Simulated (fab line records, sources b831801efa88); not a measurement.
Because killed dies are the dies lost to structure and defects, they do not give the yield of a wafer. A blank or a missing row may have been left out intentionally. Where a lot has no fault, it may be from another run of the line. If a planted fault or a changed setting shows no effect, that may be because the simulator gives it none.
What tool caused it? ; flow sky130 ; route of 708 steps, sampled at 1 step: 6 lots, 18 wafers

== WHAT THE GAUGES SHOWED, per wafer ==
SKY_GATE_OXIDE_THK_MEAS_02.
lot;measured;on;GATE_OXIDE_OXIDATION_00_THK (nm)
L959;day 15 23:47;film_metro-01;10.33 10.32 10.35
L961;day 16 10:31;film_metro-03;10.20 10.27 10.33
L965;day 17 15:08;film_metro-01;10.22 10.28 10.18
L969;day 18 21:55;film_metro-04;10.20 10.34 10.41
L972;day 20 02:41;film_metro-04;10.30 10.48 10.29
L974;day 20 17:49;film_metro-04;10.48 10.65 10.35

== WHAT TOOL EACH LOT RAN ON (gives the tool, then ch and the chambers of the sampled wafers, and finally the start) ==
The record shows no process step preceding these readings.

== THE ANSWER, worked out from the rows above alone ==
Rule: the lots themselves supply what counts as usual. Put in order of their means at a reading, lots are off if they are a third of the lots or fewer, leave a main group of 4 or more, and stand apart from it by a gap of 3 or more times the standard deviation of the main group's means; of several such gaps the widest counts. The tables above print the reading to a certain number of digits; a main group whose means all agree to those digits is not used. Also off: a lot with no number at a reading for which 4 or more lots have one. The other lots that the step has rows for count as sound.
Across all readings shown, no lot is off: no conclusion can be drawn from this.

== WHAT HAD BEEN PUT IN BY THE SIMULATOR ==
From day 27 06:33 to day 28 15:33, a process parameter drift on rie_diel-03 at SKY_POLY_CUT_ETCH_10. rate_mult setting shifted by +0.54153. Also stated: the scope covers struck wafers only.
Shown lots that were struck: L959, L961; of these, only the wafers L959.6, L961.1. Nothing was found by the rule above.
